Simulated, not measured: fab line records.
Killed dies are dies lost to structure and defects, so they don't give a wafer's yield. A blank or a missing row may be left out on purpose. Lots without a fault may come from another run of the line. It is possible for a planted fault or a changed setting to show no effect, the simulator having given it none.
Split-lot trial	flow sky130	23 wafers read from 5 lots, route of 708 steps

== SPLIT DETAILS ==
At SKY_VIA4_CVD_18 (deposits W, target thk 505 nm, time 152.14 s), the setting tempC was moved away from the recipe's 400 C on 12 of the 23 wafers read, by -2.8% to +2.6%. This setting was run at the recipe's value on the other wafers.

== FROM THE SPLIT ON TO THE READING: in between, the file shows 1 step ==
- SKY_VIA4_RS_MEAS_19: measures by four-point-probe

== THE READING ==
VIA4_W_THK, in nm, at SKY_VIA4_THK_MEAS_20 (measures by xrf). On this fab line, fault-free wafers typically give 522 nm with a standard deviation of 14 nm.

wafer	tool, chamber at the split	tempC as run, C	against the recipe	VIA4_W_THK, nm	against lot-mates on the recipe
L074.1	cvdW-01, 0	388.6	-2.8%	425	-114
L074.2	cvdW-01, 1	388.6	-2.8%	449	-90
L074.3	cvdW-01, 0	400	recipe	528	-
L074.4	cvdW-01, 1	388.6	-2.8%	448	-92
L074.5	cvdW-01, 1	400	recipe	551	-
L075.1	cvdW-02, 1	395.8	-1.0%	465	-47
L075.2	cvdW-02, 0	395.8	-1.0%	471	-41
L075.3	cvdW-02, 0	400	recipe	512	-
L075.4	cvdW-02, 1	400	recipe	512	-
L075.5	cvdW-02, 1	395.8	-1.0%	469	-43
L077.1	cvdW-01, 0	410.3	+2.6%	618	+74
L077.2	cvdW-01, 1	400	recipe	541	-
L077.3	cvdW-01, 1	410.3	+2.6%	650	+106
L077.5	cvdW-01, 1	400	recipe	546	-
L077.6	cvdW-01, 0	410.3	+2.6%	622	+78
L078.3	cvdW-02, 0	400	recipe	515	-
L078.4	cvdW-02, 1	400	recipe	512	-
L078.5	cvdW-02, 1	400	recipe	514	-
L080.1	cvdW-01, 0	408.6	+2.2%	605	+76
L080.2	cvdW-01, 1	408.6	+2.2%	635	+106
L080.3	cvdW-01, 1	408.6	+2.2%	630	+102
L080.4	cvdW-01, 0	400	recipe	516	-
L080.5	cvdW-01, 1	400	recipe	541	-

FIT RESULTS
A straight line over all 23 wafers: VIA4_W_THK changes by +38 nm for each +1% of tempC; r = +0.96; the points scatter about the line by 18 nm.
The same after taking each lot's own level away (the mean of its wafers on the recipe; 23 wafers): +36.8 nm for each +1%; r = +0.98; scatter 12 nm.
According to that fit, moving tempC by its largest amount changes the reading by 1e+02 nm.
Measured against the standard deviation above, the lots' own levels, which go from 512.0 to 543.5 nm, span 2.2 times it.
Hence the lot-to-lot level has little effect on the slope; both slopes agree.
Check: for one of the wafers moved furthest among these (-2.8%), held out of the fit, the line's prediction against its lot-mates is -101 nm. Against them it came out at -114 nm.

== FURTHER SPLITS ON THESE WAFERS ==
These wafers also went through other splits before the reading. Each is held against what the fit with the lots' levels taken away leaves over:
other split on the same wafers	wafers away from the commonest value	r with VIA4_W_THK (lot level and that fit taken away)
SKY_VIA4_CMP_02 leaveAboveRefNm	7	-0.17
SKY_VIA4_COAT_06 spinRpm	10	-0.30

== THE WHOLE CHAIN: every reading that the file lists as answering this split, in the file's order ==
step	what it does	reading	change (the file's fit)	r (the file's)
SKY_VIA4_CVD_18	deposits W, target thk 505 nm, time 152.14 s	W_of_VIA4_CVD_18.thkNm (the simulator's own value, which no gauge read)	+34.7 nm for each +1% of the setting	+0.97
SKY_VIA4_RS_MEAS_19	measures by four-point-probe	VIA4_W_RS	-0.0147 for each +1% of the setting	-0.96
SKY_VIA4_THK_MEAS_20	measures by xrf	VIA4_W_THK	+36.9 for each +1% of the setting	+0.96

== FILE'S OWN FIT ==
VIA4_W_THK changes by +36.9 nm for each +1% of tempC, r = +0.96.
